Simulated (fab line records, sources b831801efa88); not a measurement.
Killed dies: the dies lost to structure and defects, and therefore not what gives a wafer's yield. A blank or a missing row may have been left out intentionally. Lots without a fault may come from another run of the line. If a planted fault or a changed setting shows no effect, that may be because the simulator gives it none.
Which tool is to blame? / flow sky130 / 11 lots with 33 wafers sampled at 6 steps, on a route of 708 steps

WHAT EACH GAUGE READ, for each wafer
The record lacks any reading of a measuring or inspecting step that a usual standard deviation could be used to judge.

EACH LOT AND THE TOOL THAT RAN IT (in order: tool; ch and the chambers of the sampled wafers; start)
lot=L245; SKY_LI_CONTACT_ETCH_14=rie diel-03 ch 2,3, day 29 01:00; SKY_LI_CONTACT_ETCH_15=rie diel-03 ch 2,3, day 29 01:03; SKY_LI_CONTACT_STRIP_16=plasma asher-04 ch 0,1, day 29 01:08; SKY_LI_CONTACT_SPUTTER_20=pvd sputter-04, day 29 01:30; SKY_LOCAL_INTERCONNECT_SPUTTER_00=pvd sputter-02, day 29 02:10; SKY_PAD_OPEN_PROBE_99=prober-02, day 45 13:40
lot=L246; SKY_LI_CONTACT_ETCH_14=rie diel-03 ch 0,1,2, day 29 12:19; SKY_LI_CONTACT_ETCH_15=rie diel-03 ch 0,1,2, day 29 12:22; SKY_LI_CONTACT_STRIP_16=plasma asher-04 ch 0,1, day 29 12:27; SKY_LI_CONTACT_SPUTTER_20=pvd sputter-01, day 29 12:49; SKY_LOCAL_INTERCONNECT_SPUTTER_00=-; SKY_PAD_OPEN_PROBE_99=prober-01, day 45 22:02
lot=L247; SKY_LI_CONTACT_ETCH_14=rie diel-01 ch 0,2,3, day 29 20:20; SKY_LI_CONTACT_ETCH_15=rie diel-01 ch 0,2,3, day 29 20:22; SKY_LI_CONTACT_STRIP_16=plasma asher-04 ch 0,1, day 29 20:27; SKY_LI_CONTACT_SPUTTER_20=pvd sputter-04, day 29 21:00; SKY_LOCAL_INTERCONNECT_SPUTTER_00=-; SKY_PAD_OPEN_PROBE_99=prober-02, day 46 03:35
lot=L248; SKY_LI_CONTACT_ETCH_14=rie diel-03 ch 0,2,3, day 30 23:57; SKY_LI_CONTACT_ETCH_15=rie diel-03 ch 0,2,3, day 31 00:00; SKY_LI_CONTACT_STRIP_16=plasma asher-04 ch 0,1, day 31 00:05; SKY_LI_CONTACT_SPUTTER_20=pvd sputter-04, day 31 00:27; SKY_LOCAL_INTERCONNECT_SPUTTER_00=-; SKY_PAD_OPEN_PROBE_99=prober-01, day 46 23:34
lot=L259; SKY_LI_CONTACT_ETCH_14=rie diel-01 ch 0,1,3, day 33 23:43; SKY_LI_CONTACT_ETCH_15=rie diel-01 ch 0,1,3, day 33 23:46; SKY_LI_CONTACT_STRIP_16=plasma asher-01 ch 0,1, day 33 23:51; SKY_LI_CONTACT_SPUTTER_20=pvd sputter-02, day 34 00:14; SKY_LOCAL_INTERCONNECT_SPUTTER_00=pvd sputter-01, day 34 00:54; SKY_PAD_OPEN_PROBE_99=prober-02, day 49 03:31
lot=L260; SKY_LI_CONTACT_ETCH_14=rie diel-02 ch 0,1,3, day 34 03:51; SKY_LI_CONTACT_ETCH_15=rie diel-02 ch 0,1,3, day 34 03:54; SKY_LI_CONTACT_STRIP_16=plasma asher-01 ch 0,1, day 34 04:01; SKY_LI_CONTACT_SPUTTER_20=pvd sputter-01, day 34 04:21; SKY_LOCAL_INTERCONNECT_SPUTTER_00=pvd sputter-03, day 34 05:01; SKY_PAD_OPEN_PROBE_99=prober-01, day 49 08:16
lot=L261; SKY_LI_CONTACT_ETCH_14=rie diel-02 ch 0,2, day 34 15:35; SKY_LI_CONTACT_ETCH_15=rie diel-02 ch 0,2, day 34 15:37; SKY_LI_CONTACT_STRIP_16=plasma asher-03 ch 0,1, day 34 15:42; SKY_LI_CONTACT_SPUTTER_20=pvd sputter-02, day 34 16:04; SKY_LOCAL_INTERCONNECT_SPUTTER_00=pvd sputter-01, day 34 16:44; SKY_PAD_OPEN_PROBE_99=prober-01, day 49 14:55
lot=L264; SKY_LI_CONTACT_ETCH_14=rie diel-03 ch 0,1,3, day 35 09:09; SKY_LI_CONTACT_ETCH_15=rie diel-03 ch 0,1,3, day 35 09:12; SKY_LI_CONTACT_STRIP_16=plasma asher-04 ch 0,1, day 35 09:17; SKY_LI_CONTACT_SPUTTER_20=pvd sputter-02, day 35 09:40; SKY_LOCAL_INTERCONNECT_SPUTTER_00=pvd sputter-03, day 35 10:20; SKY_PAD_OPEN_PROBE_99=prober-02, day 50 01:20
lot=L263; SKY_LI_CONTACT_ETCH_14=rie diel-01 ch 2,3, day 35 19:09; SKY_LI_CONTACT_ETCH_15=rie diel-01 ch 2,3, day 35 19:12; SKY_LI_CONTACT_STRIP_16=plasma asher-01 ch 0,1, day 35 19:17; SKY_LI_CONTACT_SPUTTER_20=pvd sputter-04, day 35 19:39; SKY_LOCAL_INTERCONNECT_SPUTTER_00=pvd sputter-03, day 35 20:29; SKY_PAD_OPEN_PROBE_99=prober-01, day 50 06:27
lot=L267; SKY_LI_CONTACT_ETCH_14=rie diel-03 ch 1,2,3, day 36 12:57; SKY_LI_CONTACT_ETCH_15=rie diel-03 ch 1,2,3, day 36 13:00; SKY_LI_CONTACT_STRIP_16=plasma asher-04 ch 0,1, day 36 13:05; SKY_LI_CONTACT_SPUTTER_20=pvd sputter-04, day 36 13:27; SKY_LOCAL_INTERCONNECT_SPUTTER_00=pvd sputter-02, day 36 14:07; SKY_PAD_OPEN_PROBE_99=prober-01, day 50 20:08
lot=L266; SKY_LI_CONTACT_ETCH_14=rie diel-02 ch 0,2,3, day 36 13:11; SKY_LI_CONTACT_ETCH_15=rie diel-02 ch 0,2,3, day 36 13:14; SKY_LI_CONTACT_STRIP_16=plasma asher-03 ch 0,1, day 36 13:19; SKY_LI_CONTACT_SPUTTER_20=pvd sputter-01, day 36 13:41; SKY_LOCAL_INTERCONNECT_SPUTTER_00=pvd sputter-01, day 36 14:29; SKY_PAD_OPEN_PROBE_99=prober-02, day 50 21:02
- SKY_LI_CONTACT_ETCH_14: etches BARC in N2/H2, stops on SiO2, time 45.9 s, target depth 60 nm.
- SKY_LI_CONTACT_ETCH_15: etches PSG in C4F8/O2/Ar, stops on Si, target depth 600 nm.
- SKY_LI_CONTACT_STRIP_16: strips in O2/N2.
- SKY_LI_CONTACT_SPUTTER_20: material TiN, target thk 20 nm, time 80 s.
- SKY_LOCAL_INTERCONNECT_SPUTTER_00: material TiN, target thk 100 nm, time 83.3 s.
- SKY_PAD_OPEN_PROBE_99

AS READ BY THE TOOLS THEMSELVES (means over the sampled wafers that have a number; for cases with no such wafer, the mark the record gives instead)
SKY_LI_CONTACT_ETCH_14. Usual: for bias w, 100.06 W with a standard deviation of 0.3; for chamber pressure mTorr, 30.003 mTorr with a standard deviation of 0.028; for drypump motor current A, 5.67 A with a standard deviation of 0.29; for h2 flow sccm, 200.0 sccm with a standard deviation of 0.63; for oes product au, 0.854 a.u. with a standard deviation of 0.0049; for rf fwd power W, 494.9 W with a standard deviation of 1.8; for throttle valve pct, 13.223 % with a standard deviation of 0.01.
lot=L245; tool=rie diel-03; bias w (W)=99.85; chamber pressure mTorr (mTorr)=30.012; drypump motor current A (A)=5.76; h2 flow sccm (sccm)=200.0; oes product au (a.u.)=0.855; rf fwd power W (W)=495.2; throttle valve pct (%)=13.226; flag=
lot=L246; tool=rie diel-03; bias w (W)=100.05; chamber pressure mTorr (mTorr)=30.031; drypump motor current A (A)=5.75; h2 flow sccm (sccm)=199.9; oes product au (a.u.)=0.855; rf fwd power W (W)=496.1; throttle valve pct (%)=13.226; flag=
lot=L247; tool=rie diel-01; bias w (W)=100.08; chamber pressure mTorr (mTorr)=30.019; drypump motor current A (A)=5.44; h2 flow sccm (sccm)=200.0; oes product au (a.u.)=0.854; rf fwd power W (W)=494.4; throttle valve pct (%)=13.219; flag=
lot=L248; tool=rie diel-03; bias w (W)=99.79; chamber pressure mTorr (mTorr)=30.006; drypump motor current A (A)=5.84; h2 flow sccm (sccm)=200.5; oes product au (a.u.)=0.858; rf fwd power W (W)=494.2; throttle valve pct (%)=13.226; flag=
lot=L259; tool=rie diel-01; bias w (W)=99.87; chamber pressure mTorr (mTorr)=30.011; drypump motor current A (A)=5.44; h2 flow sccm (sccm)=200.1; oes product au (a.u.)=0.859; rf fwd power W (W)=497.0; throttle valve pct (%)=13.226; flag=
lot=L260; tool=rie diel-02; bias w (W)=100.32; chamber pressure mTorr (mTorr)=29.985; drypump motor current A (A)=5.51; h2 flow sccm (sccm)=199.6; oes product au (a.u.)=0.850; rf fwd power W (W)=494.3; throttle valve pct (%)=13.222; flag=
lot=L261; tool=rie diel-02; bias w (W)=100.30; chamber pressure mTorr (mTorr)=29.973; drypump motor current A (A)=6.19; h2 flow sccm (sccm)=199.3; oes product au (a.u.)=0.856; rf fwd power W (W)=493.7; throttle valve pct (%)=13.224; flag=
lot=L264; tool=rie diel-03; bias w (W)=99.97; chamber pressure mTorr (mTorr)=30.017; drypump motor current A (A)=5.77; h2 flow sccm (sccm)=199.7; oes product au (a.u.)=0.853; rf fwd power W (W)=495.2; throttle valve pct (%)=13.218; flag=
lot=L263; tool=rie diel-01; bias w (W)=99.78; chamber pressure mTorr (mTorr)=30.002; drypump motor current A (A)=5.56; h2 flow sccm (sccm)=199.9; oes product au (a.u.)=0.854; rf fwd power W (W)=493.4; throttle valve pct (%)=13.226; flag=
lot=L267; tool=rie diel-03; bias w (W)=99.88; chamber pressure mTorr (mTorr)=30.027; drypump motor current A (A)=5.66; h2 flow sccm (sccm)=199.5; oes product au (a.u.)=0.854; rf fwd power W (W)=495.6; throttle valve pct (%)=13.222; flag=
lot=L266; tool=rie diel-02; bias w (W)=100.04; chamber pressure mTorr (mTorr)=30.021; drypump motor current A (A)=5.85; h2 flow sccm (sccm)=200.3; oes product au (a.u.)=0.859; rf fwd power W (W)=494.3; throttle valve pct (%)=13.227; flag=

SKY_LI_CONTACT_ETCH_15. Usual: bias w 1200 W, standard deviation 3.5; chamber pressure mTorr 40.00 mTorr, standard deviation 0.034; oes product au 0.837 a.u., standard deviation 0.0045; rf fwd power W 1492 W, standard deviation 5.
lot=L245; tool=rie diel-03; bias w (W)=1202; chamber pressure mTorr (mTorr)=39.99; oes product au (a.u.)=0.841; rf fwd power W (W)=1489; flag=
lot=L246; tool=rie diel-03; bias w (W)=-; chamber pressure mTorr (mTorr)=-; oes product au (a.u.)=-; rf fwd power W (W)=-; flag=OFF
lot=L247; tool=rie diel-01; bias w (W)=-; chamber pressure mTorr (mTorr)=-; oes product au (a.u.)=-; rf fwd power W (W)=-; flag=OFF
lot=L248; tool=rie diel-03; bias w (W)=-; chamber pressure mTorr (mTorr)=-; oes product au (a.u.)=-; rf fwd power W (W)=-; flag=OFF
lot=L259; tool=rie diel-01; bias w (W)=1203; chamber pressure mTorr (mTorr)=40.01; oes product au (a.u.)=0.839; rf fwd power W (W)=1493; flag=
lot=L260; tool=rie diel-02; bias w (W)=1202; chamber pressure mTorr (mTorr)=40.02; oes product au (a.u.)=0.832; rf fwd power W (W)=1488; flag=
lot=L261; tool=rie diel-02; bias w (W)=1200; chamber pressure mTorr (mTorr)=40.00; oes product au (a.u.)=0.841; rf fwd power W (W)=1496; flag=
lot=L264; tool=rie diel-03; bias w (W)=1202; chamber pressure mTorr (mTorr)=39.99; oes product au (a.u.)=0.833; rf fwd power W (W)=1489; flag=
lot=L263; tool=rie diel-01; bias w (W)=1195; chamber pressure mTorr (mTorr)=40.00; oes product au (a.u.)=0.835; rf fwd power W (W)=1496; flag=
lot=L267; tool=rie diel-03; bias w (W)=1198; chamber pressure mTorr (mTorr)=39.96; oes product au (a.u.)=0.835; rf fwd power W (W)=1494; flag=
lot=L266; tool=rie diel-02; bias w (W)=1199; chamber pressure mTorr (mTorr)=39.97; oes product au (a.u.)=0.833; rf fwd power W (W)=1496; flag=

SKY_LI_CONTACT_STRIP_16. Usual: drypump motor current A 5.3 A, standard deviation 0.37; oes product au 0.377 a.u., standard deviation 0.0047; strip time to endpoint s 3.51 s, standard deviation 0.033.
lot=L245; tool=plasma asher-04; drypump motor current A (A)=5.1; oes product au (a.u.)=0.375; strip time to endpoint s (s)=3.49; flag=
lot=L246; tool=plasma asher-04; drypump motor current A (A)=5.4; oes product au (a.u.)=0.446; strip time to endpoint s (s)=5.21; flag=OFF
lot=L247; tool=plasma asher-04; drypump motor current A (A)=5.1; oes product au (a.u.)=0.447; strip time to endpoint s (s)=5.20; flag=OFF
lot=L248; tool=plasma asher-04; drypump motor current A (A)=5.4; oes product au (a.u.)=0.446; strip time to endpoint s (s)=5.22; flag=OFF
lot=L259; tool=plasma asher-01; drypump motor current A (A)=5.2; oes product au (a.u.)=0.377; strip time to endpoint s (s)=3.48; flag=
lot=L260; tool=plasma asher-01; drypump motor current A (A)=5.2; oes product au (a.u.)=0.372; strip time to endpoint s (s)=3.48; flag=
lot=L261; tool=plasma asher-03; drypump motor current A (A)=5.3; oes product au (a.u.)=0.376; strip time to endpoint s (s)=3.52; flag=
lot=L264; tool=plasma asher-04; drypump motor current A (A)=5.1; oes product au (a.u.)=0.379; strip time to endpoint s (s)=3.53; flag=
lot=L263; tool=plasma asher-01; drypump motor current A (A)=5.2; oes product au (a.u.)=0.374; strip time to endpoint s (s)=3.48; flag=
lot=L267; tool=plasma asher-04; drypump motor current A (A)=5.4; oes product au (a.u.)=0.374; strip time to endpoint s (s)=3.51; flag=
lot=L266; tool=plasma asher-03; drypump motor current A (A)=5.4; oes product au (a.u.)=0.380; strip time to endpoint s (s)=3.56; flag=

SKY_LI_CONTACT_SPUTTER_20. Usual: throttle valve pct at 29.9 %, with a standard deviation of 1.1.
lot=L245; tool=pvd sputter-04; throttle valve pct (%)=30.1; flag=
lot=L246; tool=pvd sputter-01; throttle valve pct (%)=29.3; flag=
lot=L247; tool=pvd sputter-04; throttle valve pct (%)=30.5; flag=
lot=L248; tool=pvd sputter-04; throttle valve pct (%)=30.5; flag=
lot=L259; tool=pvd sputter-02; throttle valve pct (%)=29.5; flag=
lot=L260; tool=pvd sputter-01; throttle valve pct (%)=28.7; flag=
lot=L261; tool=pvd sputter-02; throttle valve pct (%)=30.7; flag=
lot=L264; tool=pvd sputter-02; throttle valve pct (%)=29.3; flag=
lot=L263; tool=pvd sputter-04; throttle valve pct (%)=31.3; flag=
lot=L267; tool=pvd sputter-04; throttle valve pct (%)=31.3; flag=
lot=L266; tool=pvd sputter-01; throttle valve pct (%)=29.0; flag=

SKY_LOCAL_INTERCONNECT_SPUTTER_00. Usual: throttle valve pct at 29.5 %, with a standard deviation of 0.72.
lot=L245; tool=pvd sputter-02; throttle valve pct (%)=30.1; flag=
lot=L259; tool=pvd sputter-01; throttle valve pct (%)=29.9; flag=
lot=L260; tool=pvd sputter-03; throttle valve pct (%)=29.6; flag=
lot=L261; tool=pvd sputter-01; throttle valve pct (%)=28.6; flag=
lot=L264; tool=pvd sputter-03; throttle valve pct (%)=29.2; flag=
lot=L263; tool=pvd sputter-03; throttle valve pct (%)=29.4; flag=
lot=L267; tool=pvd sputter-02; throttle valve pct (%)=30.7; flag=
lot=L266; tool=pvd sputter-01; throttle valve pct (%)=28.7; flag=

SKY_PAD_OPEN_PROBE_99. Usual: killed_at_M0_to_M3 44, standard deviation 6.9; killed_at_M4_up 3.0, standard deviation 1.5; killed at contacts 24, standard deviation 5.2; killed at front end 15, standard deviation 4.1; killed at other 0.4, standard deviation 0.62; killed dies 87, standard deviation 9.6; killed on rim 17, standard deviation 3.8; killed open 47, standard deviation 7; killed short 40, standard deviation 6.2.
lot=L245; tool=prober-02; killed_at_M0_to_M3=46; killed_at_M4_up=5.3; killed at contacts=23; killed at front end=17; killed at other=1.7; killed dies=93; killed on rim=16; killed open=46; killed short=45; flag=
lot=L246; tool=prober-01; killed_at_M0_to_M3=48; killed_at_M4_up=2.7; killed at contacts=429; killed at front end=12; killed at other=0.3; killed dies=492; killed on rim=96; killed open=52; killed short=34; flag=OFF
lot=L247; tool=prober-02; killed_at_M0_to_M3=38; killed_at_M4_up=2.3; killed at contacts=436; killed at front end=15; killed at other=0.3; killed dies=492; killed on rim=96; killed open=46; killed short=34; flag=OFF
lot=L248; tool=prober-01; killed_at_M0_to_M3=41; killed_at_M4_up=3.3; killed at contacts=430; killed at front end=16; killed at other=1.0; killed dies=492; killed on rim=96; killed open=49; killed short=33; flag=OFF
lot=L259; tool=prober-02; killed_at_M0_to_M3=43; killed_at_M4_up=3.3; killed at contacts=29; killed at front end=13; killed at other=0.3; killed dies=88; killed on rim=18; killed open=49; killed short=39; flag=
lot=L260; tool=prober-01; killed_at_M0_to_M3=47; killed_at_M4_up=3.7; killed at contacts=25; killed at front end=12; killed at other=0.7; killed dies=88; killed on rim=16; killed open=50; killed short=38; flag=
lot=L261; tool=prober-01; killed_at_M0_to_M3=51; killed_at_M4_up=3.3; killed at contacts=24; killed at front end=15; killed at other=0.3; killed dies=94; killed on rim=23; killed open=56; killed short=38; flag=
lot=L264; tool=prober-02; killed_at_M0_to_M3=45; killed_at_M4_up=3.7; killed at contacts=27; killed at front end=10; killed at other=0.0; killed dies=86; killed on rim=17; killed open=40; killed short=45; flag=
lot=L263; tool=prober-01; killed_at_M0_to_M3=43; killed_at_M4_up=3.7; killed at contacts=21; killed at front end=15; killed at other=1.0; killed dies=83; killed on rim=17; killed open=42; killed short=40; flag=
lot=L267; tool=prober-01; killed_at_M0_to_M3=47; killed_at_M4_up=3.0; killed at contacts=25; killed at front end=17; killed at other=1.3; killed dies=94; killed on rim=20; killed open=49; killed short=45; flag=
lot=L266; tool=prober-02; killed_at_M0_to_M3=42; killed_at_M4_up=3.3; killed at contacts=27; killed at front end=20; killed at other=0.3; killed dies=92; killed on rim=17; killed open=49; killed short=43; flag=

THE ANSWER, worked out from the rows above alone
Rule: lot off if the mean of its wafers having a number is beyond 3 standard deviations from the usual mean. Also off: a lot with no number at a reading for which 4 or more lots have one. The other lots that the step has rows for count as sound. The gauges are gone through in route order, then the tools' own readings, and for those a lot's mean is taken as printed above. The first step at which some lot is off is used, and at that step the reading that is off furthest; a lot without a number counts as furthest.
Off at SKY_LI_CONTACT_ETCH_15 (bias w): L246, L247, L248. Without a number there: L246, L247, L248.
A tool fits if, at that step or a process step before it, it ran every lot that is off, and no sound lot after the first of them. Of those tried, none fits.

WHAT HAD BEEN PUT IN BY THE SIMULATOR
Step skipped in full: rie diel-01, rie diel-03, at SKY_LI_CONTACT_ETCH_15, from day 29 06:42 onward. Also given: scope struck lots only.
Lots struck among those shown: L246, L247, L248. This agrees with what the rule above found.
